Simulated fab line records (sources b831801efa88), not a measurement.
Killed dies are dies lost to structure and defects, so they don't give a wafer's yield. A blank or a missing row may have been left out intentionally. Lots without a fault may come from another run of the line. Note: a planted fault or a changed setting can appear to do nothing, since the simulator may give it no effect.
Commonality check across tools || flow sky130 || Sample size 14 lots and 42 wafers

WHY IT WAS OPENED
At SKY_SPACER_THK_MEAS_01 the reading SPACER_CVD_00_THK is flagged on 2 of 14 lots. No-fault wafers: 42.9 nm, standard deviation 0.41.
Rule: a lot is flagged when every wafer of it that has a number lies more than 4 standard deviations from that mean, or none has a number. As for the other lots, they are considered sound.

{"lot": "L371", "measured": "day 25 18:11", "on": "film_metro-03", "SPACER_CVD_00_THK (nm), wafer by wafer": "45.6 45.1 45.4", "flag": "FLAGGED"}
{"lot": "L373", "measured": "day 25 21:37", "on": "film_metro-03", "SPACER_CVD_00_THK (nm), wafer by wafer": "45.7 45.6 45.6", "flag": "FLAGGED"}
{"lot": "L376", "measured": "day 27 04:49", "on": "film_metro-02", "SPACER_CVD_00_THK (nm), wafer by wafer": "42.2 42.6 42.1", "flag": ""}
{"lot": "L377", "measured": "day 27 08:12", "on": "film_metro-02", "SPACER_CVD_00_THK (nm), wafer by wafer": "42.4 42.6 42.8", "flag": ""}
{"lot": "L378", "measured": "day 27 15:32", "on": "film_metro-01", "SPACER_CVD_00_THK (nm), wafer by wafer": "42.5 42.6 42.6", "flag": ""}
{"lot": "L379", "measured": "day 27 23:41", "on": "film_metro-02", "SPACER_CVD_00_THK (nm), wafer by wafer": "42.4 42.6 42.8", "flag": ""}
{"lot": "L380", "measured": "day 28 05:29", "on": "film_metro-02", "SPACER_CVD_00_THK (nm), wafer by wafer": "42.5 42.6 42.8", "flag": ""}
{"lot": "L381", "measured": "day 28 15:31", "on": "film_metro-02", "SPACER_CVD_00_THK (nm), wafer by wafer": "42.5 42.9 42.4", "flag": ""}
{"lot": "L382", "measured": "day 29 01:25", "on": "film_metro-01", "SPACER_CVD_00_THK (nm), wafer by wafer": "43.1 42.9 43.2", "flag": ""}
{"lot": "L383", "measured": "day 29 08:29", "on": "film_metro-02", "SPACER_CVD_00_THK (nm), wafer by wafer": "42.5 42.5 42.6", "flag": ""}
{"lot": "L384", "measured": "day 29 16:03", "on": "film_metro-01", "SPACER_CVD_00_THK (nm), wafer by wafer": "42.9 43.4 43.2", "flag": ""}
{"lot": "L385", "measured": "day 29 23:23", "on": "film_metro-02", "SPACER_CVD_00_THK (nm), wafer by wafer": "42.9 42.9 42.7", "flag": ""}
{"lot": "L386", "measured": "day 30 12:43", "on": "film_metro-02", "SPACER_CVD_00_THK (nm), wafer by wafer": "42.4 42.4 42.6", "flag": ""}
{"lot": "L388", "measured": "day 30 20:36", "on": "film_metro-02", "SPACER_CVD_00_THK (nm), wafer by wafer": "43.7 43.6 43.6", "flag": ""}
Average over the flagged lots: 45.5 nm; offset from the usual +2.6 nm, equal to +6 standard deviations.

TOOL THAT RAN EACH LOT
The record keeps 1 process step preceding the reading, out of 708 steps on the route. Read each cell as the tool, then ch plus the chambers that the sampled wafers visited, then the start.
{"lot": "L371", "flag": "FLAGGED", "SKY_POLY_GATE_ETCH_16": "rie_diel-04 ch 1,2, day 19 06:44"}
{"lot": "L373", "flag": "FLAGGED", "SKY_POLY_GATE_ETCH_16": "rie_diel-01 ch 1,2, day 19 10:17"}
{"lot": "L376", "flag": "", "SKY_POLY_GATE_ETCH_16": "rie_diel-04 ch 0,2,3, day 20 17:38"}
{"lot": "L377", "flag": "", "SKY_POLY_GATE_ETCH_16": "rie_diel-03 ch 0,3, day 20 21:41"}
{"lot": "L378", "flag": "", "SKY_POLY_GATE_ETCH_16": "rie_diel-01 ch 1,3, day 21 06:29"}
{"lot": "L379", "flag": "", "SKY_POLY_GATE_ETCH_16": "rie_diel-01 ch 1,2,3, day 21 15:11"}
{"lot": "L380", "flag": "", "SKY_POLY_GATE_ETCH_16": "rie_diel-01 ch 1,2, day 21 21:35"}
{"lot": "L381", "flag": "", "SKY_POLY_GATE_ETCH_16": "rie_diel-01 ch 1,2,3, day 22 08:47"}
{"lot": "L382", "flag": "", "SKY_POLY_GATE_ETCH_16": "rie_diel-04 ch 0,1,2, day 22 17:23"}
{"lot": "L383", "flag": "", "SKY_POLY_GATE_ETCH_16": "rie_diel-01 ch 1,2,3, day 23 03:32"}
{"lot": "L384", "flag": "", "SKY_POLY_GATE_ETCH_16": "rie_diel-01 ch 0,2, day 23 11:53"}
{"lot": "L385", "flag": "", "SKY_POLY_GATE_ETCH_16": "rie_diel-03 ch 1,2,3, day 23 18:56"}
{"lot": "L386", "flag": "", "SKY_POLY_GATE_ETCH_16": "rie_diel-04 ch 0,2,3, day 24 08:02"}
{"lot": "L388", "flag": "", "SKY_POLY_GATE_ETCH_16": "rie_diel-01 ch 0,2,3, day 24 18:41"}
These steps, and what they do:
- SKY_POLY_GATE_ETCH_16: etches Si3N4 in CH3F/O2, stops on poly-Si, time 147.5 s, target depth 75 nm.
- SKY_SPACER_THK_MEAS_01

FLAGGED AGAINST TOTAL, ONE TOOL AT A TIME (gauges that did the reading follow at the end)
{"step": "SKY_POLY_GATE_ETCH_16", "tool": "rie_diel-01", "lots run": 8, "flagged": 1, "share of the flagged lots": "some", "sound lots run after its first flagged lot": "7 (L378,L379,L380,L381,L383,L384,L388)"}
{"step": "SKY_POLY_GATE_ETCH_16", "tool": "rie_diel-03", "lots run": 2, "flagged": 0, "share of the flagged lots": "none", "sound lots run after its first flagged lot": "-"}
{"step": "SKY_POLY_GATE_ETCH_16", "tool": "rie_diel-04", "lots run": 4, "flagged": 1, "share of the flagged lots": "some", "sound lots run after its first flagged lot": "3 (L376,L382,L386)"}
{"step": "SKY_SPACER_THK_MEAS_01", "tool": "film_metro-01", "lots run": 3, "flagged": 0, "share of the flagged lots": "none", "sound lots run after its first flagged lot": "-"}
{"step": "SKY_SPACER_THK_MEAS_01", "tool": "film_metro-02", "lots run": 9, "flagged": 0, "share of the flagged lots": "none", "sound lots run after its first flagged lot": "-"}
{"step": "SKY_SPACER_THK_MEAS_01", "tool": "film_metro-03", "lots run": 2, "flagged": 2, "share of the flagged lots": "all", "sound lots run after its first flagged lot": 0}

WHAT THE TABLE ALLOWS
All flagged lots share 1 row of the table, namely film_metro-03 at SKY_SPACER_THK_MEAS_01.
- film_metro-03 at SKY_SPACER_THK_MEAS_01: 2 of its 2 lots flagged. No sound lot ran on it before its first flagged lot in this sample; the start therefore can't be narrowed down.
What remains is a single tool, film_metro-03 at SKY_SPACER_THK_MEAS_01.

WHAT THE SIMULATOR HAD INSERTED
Metrology matching offset: film_metro-03, from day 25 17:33 on, at SKY_SPACER_THK_MEAS_01. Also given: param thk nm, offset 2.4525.
Shown lots that were struck: L371, L373. The rule above reached the same finding.
